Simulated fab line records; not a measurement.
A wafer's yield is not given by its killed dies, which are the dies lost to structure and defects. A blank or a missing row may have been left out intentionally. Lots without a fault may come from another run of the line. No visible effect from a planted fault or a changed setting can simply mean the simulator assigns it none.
Split-lot trial ; flow sky130 ; on a route of 708 steps: 5 lots, 23 wafers read

== ON THE SPLIT ==
At SKY_METAL4_SPUTTER_04 (material TiN, target thk 70 nm, time 58.3 s), the setting power w was moved away from the recipe's 6500 W on 11 of the 23 wafers read, by -11.3% to +5.9%. All remaining wafers had this setting at the recipe value.

Reading taken at the split's own step.

== THE READING ==
TiN_of_METAL4_SPUTTER_04.thk nm (the simulator's own value, which no gauge read), in nm, at SKY_METAL4_SPUTTER_04 (material TiN, target thk 70 nm, time 58.3 s). There is no usual value for it anywhere in the file. The 12 wafers here that ran the recipe average 70.00 nm, standard deviation 0.68 nm.

wafer;tool, chamber at the split;power w as run, W;against the recipe;TiN_of_METAL4_SPUTTER_04.thk nm, nm;against lot-mates on the recipe
L078.2;pvd sputter-02, -;6500;recipe;69.87;-
L078.3;pvd sputter-02, -;6500;recipe;68.86;-
L078.6;pvd sputter-02, -;6500;recipe;69.81;-
L079.1;pvd sputter-04, -;6500;recipe;70.13;-
L079.2;pvd sputter-04, -;6500;recipe;70.07;-
L079.4;pvd sputter-04, -;5764;-11.3%;62.18;-7.92
L079.5;pvd sputter-04, -;5764;-11.3%;62.27;-7.83
L079.6;pvd sputter-04, -;5764;-11.3%;62.97;-7.13
L080.1;pvd sputter-02, -;6885;+5.9%;73.93;+3.35
L080.2;pvd sputter-02, -;6500;recipe;70.66;-
L080.4;pvd sputter-02, -;6885;+5.9%;74.08;+3.50
L080.5;pvd sputter-02, -;6500;recipe;70.71;-
L080.6;pvd sputter-02, -;6500;recipe;70.36;-
L081.1;pvd sputter-01, -;6293;-3.2%;66.7;-2.42
L081.2;pvd sputter-01, -;6293;-3.2%;68.02;-1.11
L081.3;pvd sputter-01, -;6293;-3.2%;66.99;-2.14
L081.4;pvd sputter-01, -;6500;recipe;69.19;-
L081.5;pvd sputter-01, -;6500;recipe;69.06;-
L085.1;pvd sputter-02, -;6164;-5.2%;67.42;-3.21
L085.2;pvd sputter-02, -;6164;-5.2%;67.38;-3.25
L085.3;pvd sputter-02, -;6164;-5.2%;67.84;-2.79
L085.4;pvd sputter-02, -;6500;recipe;70;-
L085.5;pvd sputter-02, -;6500;recipe;71.27;-

THE FIT
A straight line over all 23 wafers: TiN_of_METAL4_SPUTTER_04.thk nm changes by +0.652 nm for each +1% of power w; r = +0.97; the points scatter about the line by 0.73 nm.
The same after taking each lot's own level away (the mean of its wafers on the recipe; 23 wafers): +0.645 nm for each +1%; r = +0.99; scatter 0.43 nm.
On that fit, the largest move of power w shifts the reading by 7.3 nm.
Across the lots, their own levels run from 69.125 to 70.635 nm, a range of 2.2 times the standard deviation given above.
The two slopes agree, so the slope changes little with the lot-to-lot level.
Check: with one of the wafers moved furthest among these (-11.3%) left out of the fit, the line predicts -7.15 nm for it against its lot-mates. Against them it came out at -7.92 nm.

== OTHER SPLITS ON THESE WAFERS ==
Other splits were also applied to these wafers ahead of the reading. Each is held against what the fit with the lots' levels taken away leaves over:
other split on the same wafers;wafers away from the commonest value;r with TiN_of_METAL4_SPUTTER_04.thk nm (lot level and that fit taken away)
SKY_VIA2_ETCH_14 bias w;7;+0.07
SKY_VIA2_CMP_24 t overpolish s;10;+0.29
SKY_CAPM_DEVELOP_11 dev temp c;9;+0.10
SKY_METAL3_COAT_08 resist thk nm;7;+0.12
SKY_METAL3_ETCH_16 bias w;6;+0.18
SKY_VIA3_HDPCVD_00 time s;10;-0.13
SKY_VIA3_ETCH_14 time s;5;+0.13
SKY_VIA3_SPUTTER_20 power w;5;+0.04

== THE FILE'S OWN FIT ==
TiN_of_METAL4_SPUTTER_04.thk nm changes by +0.643 nm for each +1% of power w, r = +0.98.
